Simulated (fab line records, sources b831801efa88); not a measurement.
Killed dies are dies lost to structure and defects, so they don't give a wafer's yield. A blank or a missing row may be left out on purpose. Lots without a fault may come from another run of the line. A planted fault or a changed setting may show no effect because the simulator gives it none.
A struck lot beside a sound one | flow sfq_line | 42 steps out of a route of 325
Sound: wafers L586.4, L586.5, L586.6. Struck: wafers L598.1, L598.5, L598.6. The cause comes at the end.
At each step with rows: each side's tool, then ch and its chambers, then its first start. Under that, the readings that differ: sound wafers | struck wafers | difference of the means | sigmas: that difference in standard deviations of wafers without a fault.
alike: readings whose means differ by less than 2 such deviations, and words and numbers that are the same on both sides. not compared: withheld readings, readings that some wafer has no value for, bounds like >300 that may hide the same value, and numbers for which the record gives no deviation and whose values overlap.
The two part at a step that has a row with sigmas, a row that says differs or no value, or rows on one side only. Numbers that don't overlap but have no deviation are shown without sigmas and don't part them. A reading that every wafer of one side lacks parts them only if that side has two wafers or more.

first, 6 steps without rows for these wafers: SFQ_TRILAYER_M0_LITHO_COAT_026 (resist thk 62 nm); SFQ_TRILAYER_M0_LITHO_COAT_021 (resist thk 600 nm); SFQ_TRILAYER_M0_LITHO_SOFTBAKE_025; SFQ_TRILAYER_M0_LITHO_EXPOSE_022 (exposes mask M0, target cd 500 nm); SFQ_TRILAYER_M0_LITHO_PEB_024 (peb time 60 s); SFQ_TRILAYER_M0_LITHO_DEVELOP_023 (time 60 s).
SFQ_M0_OVL_MEAS_906:
  sound on overlay-01, day 10 16:55; struck on overlay-02, day 15 08:50
  alike: M0_OVL
SFQ_TRILAYER_M0_BARC_OPEN_METAL_ETCH_031: etches BARC in O2, target depth 125 nm, time 41.7 s.
  sound on rie_metal-03 ch 1, day 10 16:59; struck on rie_metal-01 ch 0,1, day 15 08:53
  reading                     | sound       | struck      | difference | sigmas
  drypump_motor_current_A (A) | 6.6 6.6 6.6 | 5.3 5.3 5.5 | -1.2       | -3
  alike: oes_product_au
  not compared: rf_hours_counter_h
SFQ_TRILAYER_M0_ETCH_METAL_ETCH_024: etches Nb in Cl2/Ar, stops on SiO2, target depth 240 nm, time 120 s.
  sound on rie_metal-03 ch 1, day 10 17:10; struck on rie_metal-01 ch 0,1, day 15 08:56
  reading                     | sound       | struck      | difference | sigmas
  drypump_motor_current_A (A) | 6.6 6.5 6.5 | 5.3 5.3 5.6 | -1.1       | -2
  alike: oes_product_au
  not compared: rf_hours_counter_h
SFQ_TRILAYER_M0_STRIP_STRIP_025: strips in O2.
  sound on rie_metal-03 ch 1, day 10 17:53; struck on rie_metal-01 ch 0,1, day 15 09:04
  reading                     | sound       | struck      | difference | sigmas
  drypump_motor_current_A (A) | 6.6 6.6 6.6 | 5.3 5.3 5.6 | -1.2       | -3
  alike: oes_product_au
  not compared: rf_hours_counter_h
then, 2 steps without rows for these wafers: SFQ_TRILAYER_M0_STRIP_SOLV_CLEAN_026 (cleans in NMP, time 600 s); SFQ_TRILAYER_I0_DEP_PECVD_027 (deposits SiO2 from SiH4/N2O, time 111.11 s, target thk 500 nm).
SFQ_TRILAYER_I0_CMP_CMP_028: polishes SiO2.
  sound on cmp-02 ch 1,2, day 10 18:45; struck on cmp-01 ch 0,1,3, day 15 11:25
  reading                                             | sound             | struck          | difference | sigmas
  time_to_endpoint_s (s)                              | 214 227 210       | 274 282 282     | +62        | +9
  model.SiO2_of_TRILAYER_I0_DEP_PECVD_027.thk_nm (nm) | 200.4 201.7 200.8 | 301 306.5 304.2 | +103       |
  alike: motor_current_A
SFQ_I0_BOW_MEAS_907:
  sound on film_metro-02, day 10 21:49; struck on film_metro-02, day 15 12:55
  alike: I0_BOW
SFQ_TRILAYER_I0_METRO_MEASURE_029:
  sound on film_metro-02, day 10 22:28; struck on film_metro-02, day 15 13:02
  reading     | sound             | struck            | difference | sigmas
  thk_nm (nm) | 200.4 201.7 200.8 | 301.0 306.6 304.3 | +103.0     | +86
then, 6 steps without rows for these wafers: SFQ_TRILAYER_I0_VIA_LITHO_COAT_036 (resist thk 62 nm); SFQ_TRILAYER_I0_VIA_LITHO_COAT_031 (resist thk 650 nm); SFQ_TRILAYER_I0_VIA_LITHO_SOFTBAKE_035; SFQ_TRILAYER_I0_VIA_LITHO_EXPOSE_032 (exposes mask I0, target cd 500 nm); SFQ_TRILAYER_I0_VIA_LITHO_PEB_034 (peb time 60 s); SFQ_TRILAYER_I0_VIA_LITHO_DEVELOP_033 (time 60 s).
-- the record jumps here: 6 days lie between the struck wafers' starts before and after --
SFQ_I0_OVL_MEAS_908:
  sound on overlay-02, day 15 18:35; struck on overlay-01, day 21 12:17
  alike: I0_OVL
SFQ_TRILAYER_I0_VIA_BARC_OPEN_VIA_ETCH_046: etches BARC in O2, target depth 125 nm, time 41.7 s.
  sound on rie_diel-04 ch 0,3, day 15 18:36; struck on rie_diel-02 ch 0,1,2, day 21 12:20
  alike: drypump_motor_current_A, oes_product_au
  not compared: rf_hours_counter_h
SFQ_TRILAYER_I0_VIA_ETCH_VIA_ETCH_034: etches SiO2 in CHF3, stops on Nb, target depth 260 nm.
  sound on rie_diel-04 ch 0,3, day 15 18:38; struck on rie_diel-02 ch 0,1,2, day 21 12:22
  reading                        | sound             | struck            | difference | sigmas
  oes_product_au (a.u.)          | 0.852 0.869 0.856 | 1.003 0.992 0.994 | +0.137     | +25
  model.etch.depth_nm (nm)       | 200.4 201.7 200.8 | 259.8 256.4 256.6 | +56.6      |
  model.I0.feature_depth_nm (nm) | 200.4 201.7 200.8 | 259.8 256.4 256.6 | +56.6      |
  alike: drypump_motor_current_A
then, 2 steps without rows for these wafers: SFQ_TRILAYER_I0_VIA_STRIP_STRIP_035 (strips in O2); SFQ_TRILAYER_I0_VIA_STRIP_SOLV_CLEAN_036 (cleans in NMP, time 600 s).
SFQ_TRILAYER_M1_DEP_PRE_CLEAN_038: time 22.5 s.
  sound on pvd_sputter-03, day 15 19:33; struck on pvd_sputter-03, day 21 13:16
  reading                                             | sound             | struck          | difference | sigmas
  model.SiO2_of_TRILAYER_I0_DEP_PECVD_027.thk_nm (nm) | 192.9 194.2 193.3 | 293.5 299 296.7 | +102.9     |
then, 1 step without rows for these wafers: SFQ_TRILAYER_M1_DEP_SPUTTER_037 (material Nb, target thk 200 nm, time 133.3 s).
SFQ_M1_RS_MEAS_909: measures by four-point-probe.
  sound on film_metro-03, day 15 19:43; struck on film_metro-02, day 21 13:23
  alike: M1_NB_RS
then, 6 steps without rows for these wafers: SFQ_TRILAYER_M1_LITHO_COAT_044 (resist thk 62 nm); SFQ_TRILAYER_M1_LITHO_COAT_039 (resist thk 600 nm); SFQ_TRILAYER_M1_LITHO_SOFTBAKE_043; SFQ_TRILAYER_M1_LITHO_EXPOSE_040 (exposes mask M1, target cd 500 nm); SFQ_TRILAYER_M1_LITHO_PEB_042 (peb time 60 s); SFQ_TRILAYER_M1_LITHO_DEVELOP_041 (time 60 s).
-- the record jumps here: 7 days lie between the struck wafers' starts before and after --
SFQ_M1_OVL_MEAS_911:
  sound on overlay-02, day 21 18:19; struck on overlay-01, day 28 01:43
  alike: M1_OVL
SFQ_TRILAYER_M1_BARC_OPEN_METAL_ETCH_054: etches BARC in O2, target depth 125 nm, time 41.7 s.
  sound on rie_metal-02 ch 0,1, day 21 18:21; struck on rie_metal-02 ch 0,1, day 28 01:44
  alike: drypump_motor_current_A, oes_product_au
  not compared: rf_hours_counter_h
then, 4 steps without rows for these wafers: SFQ_TRILAYER_M1_ETCH_METAL_ETCH_042 (etches Nb in Cl2/Ar, stops on SiO2, target depth 240 nm, time 120 s); SFQ_TRILAYER_M1_STRIP_STRIP_043 (strips in O2); SFQ_TRILAYER_M1_STRIP_SOLV_CLEAN_044 (cleans in NMP, time 600 s); SFQ_TRILAYER_I1_DEP_PECVD_045 (deposits SiO2 from SiH4/N2O, time 111.11 s, target thk 500 nm).
-- the record jumps here: 57 days lie between the struck wafers' starts before and after --
SFQ_M8_BOW_MEAS_951:
  sound on film_metro-04, day 77 02:29; struck on film_metro-01, day 84 18:38
  reading                 | sound            | struck            | difference | sigmas
  model.etest.i0.link_ohm | 1.95 1.976 1.963 | 1e+06 1e+06 1e+06 | +1e+06     |
  alike: M8_BOW

WHERE THEY PART
First at SFQ_TRILAYER_M0_BARC_OPEN_METAL_ETCH_031; last, within this record, at SFQ_TRILAYER_I0_VIA_ETCH_VIA_ETCH_034. Later steps at which nothing parts them and some readings are alike: SFQ_M1_RS_MEAS_909, SFQ_M1_OVL_MEAS_911, SFQ_TRILAYER_M1_BARC_OPEN_METAL_ETCH_054, SFQ_M8_BOW_MEAS_951.

WHY: what the simulator had put in
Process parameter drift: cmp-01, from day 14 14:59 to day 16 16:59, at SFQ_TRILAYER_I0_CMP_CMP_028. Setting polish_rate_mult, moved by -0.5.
